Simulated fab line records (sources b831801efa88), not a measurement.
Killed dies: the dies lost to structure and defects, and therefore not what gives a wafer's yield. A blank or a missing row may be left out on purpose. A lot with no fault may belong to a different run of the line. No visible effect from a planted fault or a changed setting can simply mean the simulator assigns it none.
Which of the tools did it? / flow gf180mcu / 6 lots with 18 wafers sampled at 2 steps, on a route of 602 steps

== WHAT THE GAUGES READ, wafer by wafer ==
GF_V5_RS_MEAS_24: measures by four-point-probe.
lot=L674; measured=day 28 01:47; on=film_metro-04; V5_W_RS (ohm/sq)=0.322 0.324 0.328
lot=L676; measured=day 28 18:09; on=film_metro-01; V5_W_RS (ohm/sq)=0.332 0.332 0.333
lot=L679; measured=day 29 15:55; on=film_metro-01; V5_W_RS (ohm/sq)=0.336 0.339 0.334
lot=L682; measured=day 30 09:11; on=film_metro-02; V5_W_RS (ohm/sq)=0.328 0.333 0.331
lot=L690; measured=day 32 16:06; on=film_metro-02; V5_W_RS (ohm/sq)=0.326 0.328 0.328
lot=L693; measured=day 33 11:19; on=film_metro-01; V5_W_RS (ohm/sq)=0.327 0.329 0.331

== WHICH TOOL RAN EACH LOT (tool, then ch and the chambers of the sampled wafers, then the start) ==
lot=L674; GF_V5_STRIP_18=plasma_asher-04 ch 0,1, day 28 01:02
lot=L676; GF_V5_STRIP_18=plasma_asher-04 ch 0,1, day 28 17:23
lot=L679; GF_V5_STRIP_18=plasma_asher-01 ch 0,1, day 29 15:04
lot=L682; GF_V5_STRIP_18=plasma_asher-04 ch 0,1, day 30 08:02
lot=L690; GF_V5_STRIP_18=plasma_asher-01 ch 0,1, day 32 15:20
lot=L693; GF_V5_STRIP_18=plasma_asher-04 ch 0,1, day 33 10:32
- GF_V5_STRIP_18: strips in O2/N2.

== THE ANSWER, worked out from the rows above alone ==
Rule: the lots themselves supply what counts as usual. Put in order of their means at a reading, lots are off if they are a third of the lots or fewer, leave a main group of 4 or more, and stand apart from it by a gap of 3 or more times the standard deviation of the main group's means; of several such gaps the widest counts. If all means in a main group match to the digits the tables above print for the reading, that group is not used. Also off: a lot with no number at a reading for which 4 or more lots have one. Any other lot the step has rows for is counted as sound.
Nothing can be told from this: no lot is off at any reading shown.

== WHAT HAD BEEN PUT IN BY THE SIMULATOR ==
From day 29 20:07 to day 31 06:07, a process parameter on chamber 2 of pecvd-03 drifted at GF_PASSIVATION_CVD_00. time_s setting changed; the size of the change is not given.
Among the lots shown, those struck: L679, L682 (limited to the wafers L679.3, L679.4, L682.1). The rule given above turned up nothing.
